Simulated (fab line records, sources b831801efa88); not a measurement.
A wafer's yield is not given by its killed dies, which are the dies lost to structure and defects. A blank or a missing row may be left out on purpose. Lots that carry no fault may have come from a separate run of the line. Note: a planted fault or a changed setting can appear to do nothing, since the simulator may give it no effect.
fab line records    flow sky130
record: lots: 5  wafers: 14  lastDay: 50
route steps=708 shown VIA2@523 METAL3@532 CAPM@537 PAD_OPEN@708
lots that met no fault: taken from a fault-free run of the same line
startH: hours from the record's opening day to when the first of the lot's shown wafers began    waitH: hours since the lot's step before    " unchanged from the row above    L1.1+2: several wafers, shown together as one row    - no value present, or no start provided    * or withheld: withheld    < > ~ a bound
route shown NAME@n: a module of which the file shows steps, and the number in the route of the first    usual: average and standard deviation across the fault-free wafers    same: alike in all rows    chamber/n: place in a boat    sites: the reading at each site    _std_site: how widely they spread, as a standard deviation    _edge_site: inner sites' mean taken away from outer sites' mean    radiusMm: for every site, how far away it sits from the centre of the wafer    mask NAME#n: copy n    behind: the last tool/chamber to shape the wafer    hold: why the lot went on hold/how many hours it stayed there/how the hold came to an end    device: transistor that didn't switch, given as n, p or np    end of line: the route-end tests of the same wafers    step lacking rows: just its recipe    killed: the dies lost at the first sort to structure and to defects; this is not the yield of the wafer    map: dies across one wafer; x = killed, . = not, _ = none there
set.NAME: the setting as run; set.NAME@STEP: as run at that earlier step    model.NAME: the simulator's own value behind a step, which no gauge read
lots at some steps of the route; a table a step, a row a wafer
services: a tool's chamber out of use, with start hour (startH, from the record's first day; less than 0 if before it), hours out, and reason
== steps ==
step: SKY_VIA2_STRIP_16
recipe: chemistry: O2/N2  powerW: 1400  pressureMtorr: 1500  platenTempC: withheld  o2FlowSccm: 3000  n2FlowSccm: 300  overashFraction: 0.5
usual: drypumpMotorCurrentA: 5.19/0.17  oesProductAu: 0.398/0.0041  stripTimeToEndpointS: 4.043/0.028
lot.wafer  tool            chamber  startH   waitH  drypumpMotorCurrentA  oesProductAu  rfHoursCounterH  stripTimeToEndpointS
L239.2     plasmaAsher-02  1        869.62   0.0    5.40                  0.393         103              4.027
L239.4     "               1        "        "      5.43                  0.396         -                4.030
L239.6     "               0        "        "      5.08                  0.394         -                4.047
L246.2     plasmaAsher-02  1        927.97   0.0    5.39                  0.392         109              4.050
L246.4     "               0        "        "      5.07                  0.400         -                4.051
L246.6     "               0        "        "      5.05                  0.398         -                4.043
L250.3     plasmaAsher-03  1        952.36   0.1    5.18                  0.403         -                4.017
L250.5     "               1        "        "      5.19                  0.398         -                4.093
L256.1     plasmaAsher-02  0        998.59   0.0    5.10                  0.406         116              4.110
L256.3     "               0        "        "      5.07                  0.399         -                4.093
L256.5     "               1        "        "      5.40                  0.399         -                4.075
L258.2     plasmaAsher-04  1        1019.62  0.0    5.20                  0.407         28               4.053
L258.3     "               1        "        "      5.17                  0.403         -                4.054
L258.6     "               0        "        "      4.93                  0.398         -                4.032
step: SKY_VIA2_STRIP_17
recipe: chemistry: postEtchResidueRemover  timeS: 1200  tempC: 72.5
step: SKY_VIA2_CLEAN_18
recipe: chemistry: IPA  timeS: 180  tempC: 25
step: SKY_VIA2_CLEAN_19
recipe: chemistry: O3/DIW  dry: n2Spin
step: SKY_VIA2_SPUTTER_20
recipe: material: TiN  targetThkNm: 20  chamberPressurePa: 5  powerW: 4000  timeS: 80
step: SKY_VIA2_CVD_21
recipe: material: W  targetThkNm: 420  timeS: 126.4  tempC: 400  pressureTorr: 40
step: SKY_VIA2_RS_MEAS_22
recipe: thkMeasGauge: four-point-probe  reads: W_of_VIA2_CVD_21+TiN_of_VIA2_SPUTTER_20
usual: VIA2_W_RS: 0.271/0.0042
lot.wafer  tool          chamber  startH   waitH  VIA2_W_RS[ohm/sq]
L239.2     filmMetro-01  -        870.43   0.1    0.270
L239.4     "             -        "        "      0.265
L239.6     "             -        "        "      0.275
L246.2     filmMetro-01  -        928.78   0.1    0.270
L246.4     "             -        "        "      0.269
L246.6     "             -        "        "      0.269
L250.3     filmMetro-04  -        953.15   0.1    0.268
L250.5     "             -        "        "      0.272
L256.1     filmMetro-01  -        999.38   0.1    0.276
L256.3     "             -        "        "      0.277
L256.5     "             -        "        "      0.265
L258.2     filmMetro-01  -        1020.42  0.1    0.265
L258.3     "             -        "        "      0.267
L258.6     "             -        "        "      0.265
step: SKY_VIA2_THK_MEAS_23
recipe: thkMeasGauge: xrf  reads: W_of_VIA2_CVD_21
usual: VIA2_W_THK: 426/7.5
lot.wafer  tool          chamber  startH   waitH  VIA2_W_THK[nm]
L239.2     filmMetro-01  -        870.54   0.1    420
L239.4     "             -        "        "      427
L239.6     "             -        "        "      411
L246.2     filmMetro-01  -        928.89   0.1    429
L246.4     "             -        "        "      430
L246.6     "             -        "        "      429
L250.3     filmMetro-04  -        953.25   0.1    432
L250.5     "             -        "        "      425
L256.1     filmMetro-01  -        999.50   0.1    415
L256.3     "             -        "        "      416
L256.5     "             -        "        "      432
L258.2     filmMetro-01  -        1020.53  0.1    430
L258.3     "             -        "        "      429
L258.6     "             -        "        "      435
step: SKY_VIA2_CMP_24
recipe: stopOn: SiO2  tOverpolishS: 20  downForcePsi: 3.5  platenRpm: 60  targetThkNm: 0  padVelocityMS: 0.94248
usual: edgeZonePressureFrac: 1.000/0.0047  motorCurrentA: 10.8/1.5  overpolishRunS: 20.000/0.0096  timeToEndpointS: 102/3.7
same: tOverpolishS: 20
lot.wafer  tool    chamber  startH   waitH  edgeZonePressureFrac  motorCurrentA  overpolishRunS  timeToEndpointS
L239.4     cmp-02  3        870.69   0.1    0.994                 10.2           19.991          105
L239.2     "       0        "        "      1.009                 11.6           19.999          102
L239.6     "       1        "        "      0.995                 9.0            20.005          106
L246.4     cmp-02  3        928.99   0.1    1.003                 10.2           20.005          99
L246.2     "       1        "        "      1.005                 8.0            20.002          104
L246.6     "       2        "        "      1.000                 10.0           20.004          102
L250.3     cmp-02  3        953.34   0.1    0.998                 11.4           19.996          98
L250.5     "       2        "        "      1.001                 10.0           20.005          96
L256.1     cmp-01  1        999.56   0.1    0.995                 10.9           19.980          102
L256.3     "       3        "        "      1.001                 14.0           20.007          99
L256.5     "       2        "        "      0.994                 10.9           19.981          106
L258.3     cmp-01  3        1020.58  0.0    0.997                 14.6           19.985          105
L258.2     "       2        "        "      0.997                 10.0           19.993          107
L258.6     "       0        "        "      1.006                 13.2           19.999          105
step: SKY_METAL3_SPUTTER_00
recipe: material: Ti  targetThkNm: 15  powerW: 3000  timeS: 10  chamberPressurePa: 0.4
usual: cathodeDcPowerW: 3000.0/0.55  throttleValvePct: 30.0/0.67
same: timeS: 10
lot.wafer  tool           chamber  startH   waitH  cathodeDcPowerW  throttleValvePct
L239.2     pvdSputter-04  -        870.89   0.1    2999.3           28.9
L239.4     "              -        "        "      2999.9           29.4
L239.6     "              -        "        "      3000.1           29.6
L246.2     pvdSputter-01  -        929.24   0.1    3001.0           31.2
L246.4     "              -        "        "      3000.0           29.5
L246.6     "              -        "        "      2999.5           29.6
L250.3     pvdSputter-01  -        953.59   0.2    2999.8           30.5
L250.5     "              -        "        "      2999.3           31.1
L256.1     pvdSputter-03  -        999.86   0.2    3000.1           30.6
L256.3     "              -        "        "      2999.9           30.2
L256.5     "              -        "        "      2999.9           30.1
L258.2     pvdSputter-04  -        1020.88  0.1    3000.9           29.3
L258.3     "              -        "        "      2999.9           28.8
L258.6     "              -        "        "      3000.0           29.7
step: SKY_METAL3_SPUTTER_01
recipe: material: TiN  targetThkNm: 20  powerW: 6500  timeS: 16.7  chamberPressurePa: 0.4
step: SKY_METAL3_SPUTTER_02
recipe: material: AlCu  targetThkNm: 735  powerW: 10600  timeS: 39.1  chamberPressurePa: 0.4
step: SKY_METAL3_SPUTTER_03
recipe: material: Ti  targetThkNm: 5  powerW: 3000  timeS: 3.3  chamberPressurePa: 0.4
usual: cathodeDcPowerW: 3000.0/0.61  throttleValvePct: 30.0/0.67
lot.wafer  tool           chamber  startH   waitH  cathodeDcPowerW  throttleValvePct  model.Ti_of_METAL3_SPUTTER_03.thkNm
L239.2     pvdSputter-04  -        870.98   0.0    2999.8           28.8              4.973
L239.4     "              -        "        "      2999.4           29.5              4.918
L239.6     "              -        "        "      3000.5           29.2              4.858
L246.2     pvdSputter-01  -        929.33   0.0    2999.5           30.9              4.995
L246.4     "              -        "        "      2999.3           29.5              4.986
L246.6     "              -        "        "      3000.8           29.3              4.997
L250.3     pvdSputter-01  -        953.68   0.0    3000.3           30.4              6.146
L250.5     "              -        "        "      3000.5           30.9              6.11
L256.1     pvdSputter-03  -        999.94   0.0    2999.9           30.8              5.139
L256.3     "              -        "        "      2999.6           30.4              5.153
L256.5     "              -        "        "      2999.4           29.7              5.069
L258.2     pvdSputter-04  -        1020.97  0.0    2999.8           29.5              4.966
L258.3     "              -        "        "      2999.5           28.5              5.046
L258.6     "              -        "        "      3000.2           29.2              4.885
step: SKY_METAL3_SPUTTER_04
recipe: material: TiN  targetThkNm: 70  powerW: 6500  timeS: 58.3  chamberPressurePa: 0.4
step: SKY_CAPM_CVD_00
recipe: material: SiO2  targetThkNm: 15.5  tempC: 400  timeS: withheld  rfW: 450
usual: heaterPowerW: 695/97
lot.wafer  tool      chamber  startH   waitH  heaterPowerW
L239.2     pecvd-03  0        871.04   0.0    685
L239.4     "         2        "        "      623
L239.6     "         1        "        "      663
L246.2     pecvd-01  2        929.40   0.0    529
L246.4     "         2        "        "      516
L246.6     "         1        "        "      696
L250.3     pecvd-04  1        953.76   0.0    661
L250.5     "         1        "        "      637
L256.1     pecvd-01  2        1000.01  0.0    551
L256.3     "         2        "        "      561
L256.5     "         1        "        "      601
L258.2     pecvd-04  0        1021.04  0.0    648
L258.3     "         2        "        "      746
L258.6     "         1        "        "      772
step: SKY_CAPM_THK_MEAS_01
recipe: reads: SiO2_of_CAPM_CVD_00
usual: CAPM_CVD_00_THK: 15.59/0.24
lot.wafer  tool          chamber  startH   waitH  CAPM_CVD_00_THK[nm]
L239.2     filmMetro-03  -        871.08   -      15.26
L239.4     "             -        "        "      15.78
L239.6     "             -        "        "      15.30
L246.2     filmMetro-03  -        929.43   -      15.61
L246.4     "             -        "        "      15.93
L246.6     "             -        "        "      15.92
L250.3     filmMetro-04  -        953.80   -      15.60
L250.5     "             -        "        "      15.92
L256.1     filmMetro-04  -        1000.04  -      15.32
L256.3     "             -        "        "      15.69
L256.5     "             -        "        "      15.88
L258.2     filmMetro-04  -        1021.07  -      15.22
L258.3     "             -        "        "      15.24
L258.6     "             -        "        "      15.44
step: SKY_CAPM_SPUTTER_02
recipe: material: TiN  targetThkNm: 200  tempC: 300  powerW: 6500  timeS: 166.7  chamberPressurePa: 0.4
step: SKY_CAPM_RS_MEAS_03
recipe: thkMeasGauge: four-point-probe  reads: TiN_of_CAPM_SPUTTER_02
usual: CAPM_TIN_RS: 6.86/0.071
lot.wafer  tool          chamber  startH   waitH  CAPM_TIN_RS[ohm/sq]
L239.2     filmMetro-04  -        871.26   0.1    6.90
L239.4     "             -        "        "      6.81
L239.6     "             -        "        "      6.94
L246.2     filmMetro-04  -        929.61   0.1    7.02
L246.4     "             -        "        "      6.88
L246.6     "             -        "        "      6.88
L250.3     filmMetro-04  -        953.99   0.1    6.98
L250.5     "             -        "        "      7.04
L256.1     filmMetro-01  -        1000.21  0.1    6.80
L256.3     "             -        "        "      6.77
L256.5     "             -        "        "      6.86
L258.2     filmMetro-03  -        1021.25  0.1    6.75
L258.3     "             -        "        "      6.73
L258.6     "             -        "        "      6.73
step: SKY_CAPM_THK_MEAS_04
recipe: thkMeasGauge: xrf  reads: TiN_of_CAPM_SPUTTER_02
usual: CAPM_TIN_THK: 202.5/2.1
lot.wafer  tool          chamber  startH   waitH  CAPM_TIN_THK[nm]
L239.2     filmMetro-04  -        871.37   0.1    200.8
L239.4     "             -        "        "      203.3
L239.6     "             -        "        "      199.3
L246.2     filmMetro-04  -        929.72   0.1    197.5
L246.4     "             -        "        "      202.3
L246.6     "             -        "        "      201.5
L250.3     filmMetro-04  -        954.09   0.1    199.5
L250.5     "             -        "        "      198.0
L256.1     filmMetro-01  -        1000.33  0.1    204.4
L256.3     "             -        "        "      205.8
L256.5     "             -        "        "      202.5
L258.2     filmMetro-03  -        1021.36  0.1    205.3
L258.3     "             -        "        "      207.3
L258.6     "             -        "        "      206.0
step: SKY_CAPM_DEHYDRATE_05
recipe: tempC: 200  timeS: 60
step: SKY_CAPM_HMDS_06
recipe: primeTimeS: 60  primeTempC: 120
step: SKY_CAPM_COAT_07
recipe: resist: NOVOLAK  spinRpm: 3000  resistThkNm: 1140
step: SKY_CAPM_SOFTBAKE_08
recipe: tempC: 90  timeS: 60  resist: NOVOLAK
step: SKY_CAPM_EXPOSE_09
recipe: maskId: CAPM  na: 0.6  sourceShape: conventional  sigmaOuter: 0.6  polarization: unpolarized  targetCdNm: 1000  doseMj: 159
step: SKY_CAPM_PEB_10
recipe: tempC: withheld  timeS: *  resist: NOVOLAK
step: SKY_CAPM_DEVELOP_11
recipe: resist: NOVOLAK  developer: TMAH  developTimeS: 60  devTempC: 23
step: SKY_CAPM_OVL_MEAS_12
usual: CAPM_OVL: 0.9/1.4
lot.wafer  tool        chamber  startH   waitH  CAPM_OVL[nm]
L239.2     overlay-01  -        897.92   0.1    2.5
L239.4     "           -        "        "      1.8
L239.6     "           -        "        "      1.5
L246.2     overlay-02  -        953.92   0.1    5.0
L246.4     "           -        "        "      2.4
L246.6     "           -        "        "      3.4
L250.3     overlay-02  -        978.13   0.1    0.0
L250.5     "           -        "        "      1.9
L256.1     overlay-01  -        1023.92  0.1    0.9
L256.3     "           -        "        "      1.4
L256.5     "           -        "        "      2.5
L258.2     overlay-02  -        1043.58  0.1    -1.6
L258.3     "           -        "        "      0.1
L258.6     "           -        "        "      0.6
step: SKY_CAPM_METAL_ETCH_13
recipe: targetDepthNm: 220  stopOn: SiO2  chemistry: Cl2/BCl3  target: TiN  pressureMtorr: 10  icpW: 900  biasW: 48.5  Cl2_flow_sccm: 60  bcl3FlowSccm: 30  timeS: 62.9
step: SKY_CAPM_STRIP_14
recipe: chemistry: O2/N2  powerW: 1400  pressureMtorr: 1500  platenTempC: withheld  o2FlowSccm: 3000  n2FlowSccm: 300  overashFraction: 0.5
usual: drypumpMotorCurrentA: 5.2/0.42  oesProductAu: 0.710/0.0045  stripTimeToEndpointS: 12.65/0.052
lot.wafer  tool            chamber  startH   waitH  drypumpMotorCurrentA  oesProductAu  rfHoursCounterH  stripTimeToEndpointS
L239.2     plasmaAsher-03  1        898.03   0.1    5.2                   0.707         44               12.62
L239.4     "               1        "        "      5.2                   0.707         -                12.64
L239.6     "               1        "        "      5.2                   0.712         -                12.60
L246.2     plasmaAsher-01  1        954.02   0.1    4.6                   0.711         82               12.69
L246.4     "               1        "        "      4.6                   0.722         -                12.68
L246.6     "               0        "        "      5.9                   0.715         -                12.66
L250.3     plasmaAsher-01  0        978.27   0.1    5.9                   0.713         -                12.66
L250.5     "               1        "        "      4.6                   0.715         -                12.69
L256.1     plasmaAsher-04  1        1024.03  0.1    5.2                   0.712         28               12.66
L256.3     "               0        "        "      4.9                   0.716         -                12.58
L256.5     "               0        "        "      4.9                   0.715         -                12.57
L258.2     plasmaAsher-04  1        1043.68  0.1    5.2                   0.711         30               12.67
L258.3     "               1        "        "      5.2                   0.715         -                12.71
L258.6     "               1        "        "      5.2                   0.702         -                12.66
step: SKY_CAPM_STRIP_15
recipe: chemistry: postEtchResidueRemover  timeS: 1200  tempC: 72.5
step: SKY_CAPM_CLEAN_16
recipe: chemistry: IPA  timeS: 180  tempC: 25
step: SKY_CAPM_CLEAN_17
recipe: chemistry: O3/DIW  dry: n2Spin
step: SKY_METAL3_DEHYDRATE_05
recipe: tempC: 200  timeS: 60
step: SKY_METAL3_HMDS_06
recipe: primeTimeS: 60  primeTempC: 120
step: SKY_METAL3_COAT_07
recipe: resist: BARC  tempC: withheld  timeS: withheld  spinRpm: 3000  resistThkNm: 60
step: SKY_METAL3_COAT_08
recipe: resist: KrF-thick  spinRpm: 3000  resistThkNm: 1140
step: SKY_METAL3_SOFTBAKE_09
recipe: tempC: 100  timeS: 90  resist: KrF-thick
step: SKY_METAL3_EXPOSE_10
recipe: maskId: MM3  na: 0.68  sourceShape: annular  sigmaInner: 0.4  sigmaOuter: 0.8  targetCdNm: 300  doseMj: 28
step: SKY_METAL3_PEB_11
recipe: pebTempC: withheld  pebTimeS: withheld  resist: KrF-thick
step: SKY_METAL3_DEVELOP_12
recipe: developTimeS: 60  resist: KrF-thick  devTempC: 21
step: SKY_METAL3_CD_MEAS_13
recipe: targetCdNm: 300
usual: cdNm: 300.0/1.2
lot.wafer  tool      chamber  startH   waitH  cdNm
L239.2     cdSem-01  -        924.58   -      298.8
L239.4     "         -        "        "      300.1
L239.6     "         -        "        "      299.7
L246.2     cdSem-02  -        979.64   -      301.5
L246.4     "         -        "        "      301.5
L246.6     "         -        "        "      301.7
L250.3     cdSem-02  -        1002.10  -      299.8
L250.5     "         -        "        "      298.7
L256.1     cdSem-01  -        1046.91  -      300.1
L256.3     "         -        "        "      300.1
L256.5     "         -        "        "      300.8
L258.2     cdSem-02  -        1068.68  -      298.9
L258.3     "         -        "        "      300.1
L258.6     "         -        "        "      299.8
step: SKY_METAL3_OVL_MEAS_14
usual: METAL3_OVL: 1/5.7
lot.wafer  tool        chamber  startH   waitH  METAL3_OVL[nm]
L239.2     overlay-02  -        924.69   0.1    -3
L239.4     "           -        "        "      5
L239.6     "           -        "        "      7
L246.2     overlay-01  -        979.74   0.1    2
L246.4     "           -        "        "      -8
L246.6     "           -        "        "      5
L250.3     overlay-02  -        1002.19  0.1    7
L250.5     "           -        "        "      10
L256.1     overlay-01  -        1047.03  0.1    9
L256.3     "           -        "        "      -2
L256.5     "           -        "        "      3
L258.2     overlay-02  -        1068.79  0.1    6
L258.3     "           -        "        "      5
L258.6     "           -        "        "      1
step: SKY_PAD_OPEN_PROBE_99
usual: defectLimitedYield: 82.3/1.8  killed_at_M0_to_M3: 43/6  killed_at_M4_up: 3.2/1.9  killedAtContacts: 25/5.4  killedAtFrontEnd: 15/4.5  killedAtOther: 0.3/0.59  killedDies: 87/8.7  killedOpen: 47/6.7  killedShort: 39/5.7  sort_bin_3_pad_short: 0.9/0.43  sort_bin_5_function: 10.4/1.4  sort_bin_6_memory: 6.4/1.2  sortNPass: 405/8.7  sortYieldPct: 82.3/1.8
same: grossDies: 492  killedAtBackSide: 0  sort_bin_4_leakage[%]: 0  sort_bin_8_speed[%]: 0
lot.wafer  tool       chamber  startH   waitH  hold                     defectLimitedYield[%]  killed_at_M0_to_M3  killed_at_M4_up  killedAtContacts  killedAtFrontEnd  killedAtOther  killedDies  killedOpen  killedShort  sort_bin_3_pad_short[%]  sort_bin_5_function[%]  sort_bin_6_memory[%]  sortNPass  sortYieldPct[%]
L239.2     prober-01  -        1095.30  0.1    -                        81.7                   40                  3                26                19                2              90          49          40           0.4                      9.8                     8.1                   402        81.7
L239.4     prober-01  -        1095.40  0.2    -                        81.1                   36                  4                38                14                1              93          44          48           1.4                      8.9                     8.5                   399        81.1
L239.6     prober-01  -        1095.50  0.2    -                        83.9                   34                  2                32                11                0              79          51          28           0.8                      9.6                     5.7                   413        83.9
L246.2     prober-02  -        1140.11  0.1    -                        85.2                   34                  2                21                16                0              73          37          35           0.4                      8.7                     5.7                   419        85.2
L246.4     prober-02  -        1140.21  0.2    -                        83.1                   44                  1                27                11                0              83          49          33           0.4                      9.8                     6.7                   409        83.1
L246.6     prober-02  -        1140.31  0.2    -                        81.3                   37                  3                29                23                0              92          44          48           0.4                      11.6                    6.7                   400        81.3
L250.3     prober-02  -        1161.59  0.2    awaitDispo/3.2h/release  80.7                   39                  4                28                24                0              95          51          44           0.8                      12.0                    6.5                   397        80.7
L250.5     prober-02  -        1161.69  0.2    awaitDispo/3.2h/release  83.3                   44                  5                21                12                0              82          38          44           0.4                      10.4                    5.9                   410        83.3
L256.1     prober-02  -        1193.98  0.1    -                        82.7                   45                  2                22                16                0              85          40          43           1.6                      10.6                    5.1                   407        82.7
L256.3     prober-02  -        1194.08  0.2    -                        82.1                   42                  4                25                17                0              88          47          41           1.0                      11.6                    5.3                   404        82.1
L256.5     prober-02  -        1194.18  0.2    -                        82.5                   42                  1                34                9                 0              86          45          41           1.0                      11.2                    5.3                   406        82.5
L258.2     prober-02  -        1208.99  0.1    -                        84.3                   42                  4                20                11                0              77          38          39           0.2                      8.3                     7.1                   415        84.3
L258.3     prober-02  -        1209.04  0.2    -                        79.5                   67                  3                18                13                0              101         56          45           0.8                      11.8                    7.9                   391        79.5
L258.6     prober-02  -        1209.19  0.2    -                        82.5                   48                  4                20                14                0              86          42          44           1.0                      9.8                     6.7                   406        82.5
killed by level:class
L239.2 CONTACT:geometricParticle:open=8 LI_CONTACT:geometricParticle:open=7 VIA2:geometricParticle:open=7 VIA3:geometricParticle:open=7 FIELD_ISO:geometricParticle:open=6 LOCAL_INTERCONNECT:geometricParticle:short=6 VIA1:geometricParticle:open=6 FIELD_ISO:geometricParticle:short=5
L239.4 CONTACT:geometricParticle:open=19 VIA1:geometricParticle:open=10 LI_CONTACT:geometricParticle:short=8 CONTACT:geometricParticle:short=6 VIA1:geometricParticle:short=6 VIA3:geometricParticle:short=5 FIELD_ISO:geometricParticle:short=4 FIELD_ISO:geometricParticle:open=4
L239.6 CONTACT:geometricParticle:open=13 VIA1:geometricParticle:open=9 LI_CONTACT:geometricParticle:open=8 CONTACT:geometricParticle:short=6 METAL2:geometricParticle:short=6 VIA2:geometricParticle:open=4 VIA3:geometricParticle:open=4 FIELD_ISO:geometricParticle:open=3
L246.2 VIA1:geometricParticle:open=7 VIA1:geometricParticle:short=7 CONTACT:geometricParticle:short=6 CONTACT:geometricParticle:open=6 FIELD_ISO:geometricParticle:open=5 VIA3:geometricParticle:short=5 LI_CONTACT:geometricParticle:short=4 VIA2:geometricParticle:open=4
L246.4 VIA1:geometricParticle:open=13 LI_CONTACT:geometricParticle:open=8 CONTACT:geometricParticle:open=8 METAL1:geometricParticle:short=7 VIA3:geometricParticle:open=7 VIA2:geometricParticle:open=6 FIELD_ISO:geometricParticle:short=5 LOCAL_INTERCONNECT:geometricParticle:short=5
L246.6 FIELD_ISO:geometricParticle:short=10 CONTACT:geometricParticle:open=10 FIELD_ISO:geometricParticle:open=7 LI_CONTACT:geometricParticle:open=7 METAL1:geometricParticle:short=7 VIA3:geometricParticle:open=7 CONTACT:geometricParticle:short=6 LOCAL_INTERCONNECT:geometricParticle:short=4
L250.3 VIA1:geometricParticle:open=11 CONTACT:geometricParticle:open=10 FIELD_ISO:geometricParticle:short=6 METAL3:geometricParticle:short=6 FIELD_ISO:geometricParticle:open=5 LI_CONTACT:geometricParticle:open=5 VIA2:geometricParticle:open=4 POLY_GATE:geometricParticle:open=4
L250.5 VIA1:geometricParticle:open=8 VIA2:geometricParticle:open=7 CONTACT:geometricParticle:open=6 METAL1:geometricParticle:short=6 LI_CONTACT:geometricParticle:open=5 LOCAL_INTERCONNECT:geometricParticle:short=5 CONTACT:geometricParticle:short=5 METAL4:geometricParticle:short=4
L256.1 VIA1:geometricParticle:open=13 VIA2:geometricParticle:open=8 LI_CONTACT:geometricParticle:open=7 POLY_GATE:geometricParticle:short=6 VIA1:geometricParticle:short=6 CONTACT:geometricParticle:short=5 CONTACT:geometricParticle:open=4 METAL1:geometricParticle:short=4
L256.3 VIA2:geometricParticle:open=9 CONTACT:geometricParticle:open=7 METAL1:geometricParticle:short=7 VIA1:geometricParticle:open=7 FIELD_ISO:geometricParticle:open=6 LI_CONTACT:geometricParticle:open=6 LOCAL_INTERCONNECT:geometricParticle:short=6 POLY_GATE:geometricParticle:short=4
L256.5 VIA1:geometricParticle:open=13 CONTACT:geometricParticle:open=13 VIA2:geometricParticle:open=6 LI_CONTACT:geometricParticle:short=6 CONTACT:geometricParticle:short=6 METAL1:geometricParticle:short=6 LI_CONTACT:geometricParticle:open=5 VIA2:geometricParticle:short=5
L258.2 CONTACT:geometricParticle:open=8 METAL1:geometricParticle:short=8 VIA1:geometricParticle:open=7 VIA3:geometricParticle:open=7 METAL2:geometricParticle:short=6 POLY_GATE:geometricParticle:short=5 LOCAL_INTERCONNECT:geometricParticle:short=5 VIA2:geometricParticle:open=5
L258.3 VIA1:geometricParticle:open=15 METAL1:geometricParticle:short=12 VIA1:geometricParticle:short=9 VIA2:geometricParticle:open=9 VIA3:geometricParticle:open=7 CONTACT:geometricParticle:open=6 LI_CONTACT:geometricParticle:open=6 METAL2:geometricParticle:short=5
L258.6 VIA1:geometricParticle:open=10 VIA3:geometricParticle:open=7 METAL1:geometricParticle:short=6 VIA2:geometricParticle:open=6 VIA2:geometricParticle:short=6 POLY_GATE:geometricParticle:short=5 LI_CONTACT:geometricParticle:open=5 LOCAL_INTERCONNECT:geometricParticle:short=5
map L250.3 (x killed, . not)
__________......xx.._________
________..x.x........._______
______...x...xx........._____
_____x....x.....x.xx.....____
____..x...x..x.......x....___
___.x.x....x...........x...__
__........x...xxxx........x._
_..........................x.
_x..........xx.x..x..x...x...
_........x..x...x...x.x.....x
_..........x............x.xx.
_........x....x..x...x.....xx
_...x.....x.x..........xx..x.
_..............x.x...x....x..
_...............x......x..x.x
__........x......x........x._
___xx..x.x...xxx...........__
____....xx..x...x....x..x.___
_____x..x..x..........x.x____
______............xx.x.x_____
________...x.x....x.x._______
__________.....xx..._________
map L246.6 (x killed, . not)
__________.x....x..x_________
________...x.x......x._______
______...........x....x._____
_____..x.x.x.......x..x..____
____.....x........x..x.x..___
___...................x.x..__
__..x....x....x.........x..._
_.x..x..x...x.........xx.x...
_...x..x....x.....x..........
_x......x...x.xx........x....
_.x........x......x..........
_..x.....x.......xx...x.x..x.
_x...x........x....x.....x..x
_.........x..x...............
_.x.......x......x.x........x
__.x......x......x....x....._
___.xx.x...x.....x....x.x..__
____....x.x....x..........___
_____....x......x..xx....____
______x.x....x..x......._____
________x..........x.._______
__________.x.xx..xx._________
== services ==
tool            chamber  startH   hours  kind
pecvd-03        -        852.78   4.3    repair
pvdSputter-01   -        853.43   13.4   repair
pvdSputter-03   -        867.32   3.9    repair
pecvd-01        0        884.43   6.3    repair
pecvd-01        0        890.70   16.5   scheduledDown
plasmaAsher-02  -        907.05   1.3    repair
cmp-02          -        912.00   4.0    pm
cmp-02          -        916.00   -      consumableReplace:conditioner
cmp-02          -        916.00   -      consumableReplace:pad
pvdSputter-01   -        921.39   1.7    repair
cmp-02          -        944.91   4.8    repair
pecvd-01        0        957.23   2.0    repair
pvdSputter-03   -        965.07   5.4    repair
pvdSputter-01   -        967.40   4.0    repair
cmp-02          -        974.45   3.7    pm
pecvd-04        -        974.61   5.5    pm
cmp-01          -        992.15   5.2    pm
pecvd-01        0        996.91   9.3    repair
pecvd-03        0        1005.85  2.0    repair
pecvd-01        2        1006.28  5.5    scheduledDown
pvdSputter-01   -        1019.09  2.4    repair
pecvd-03        -        1019.85  14.6   pm
pecvd-01        1        1025.56  2.1    scheduledDown
cmp-02          -        1039.37  6.2    repair
== key ==
firstSign none at tools or gauges
modelEffect: step: SKY_METAL3_SPUTTER_03  value: Ti_of_METAL3_SPUTTER_03.thkNm  without: 4.97  struck: 6.128
metAt SKY_METAL3_SPUTTER_03
struckWafers L250.3,L250.5
onsetBetween 929.33 953.68
alsoFits SKY_VIA2_STRIP_16:plasmaAsher-03,SKY_VIA2_CMP_24:cmp-02,SKY_METAL3_SPUTTER_00:pvdSputter-01,SKY_CAPM_STRIP_14:plasmaAsher-01
fault: kind: processParameterDrift  tool: pvdSputter-01  chamber: -  onsetH: 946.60  steps: SKY_METAL3_SPUTTER_03  channel: timeS  offset: *  shape: step  endH: 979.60  scope: struckWafersOnly  actsIn: *  stated: *
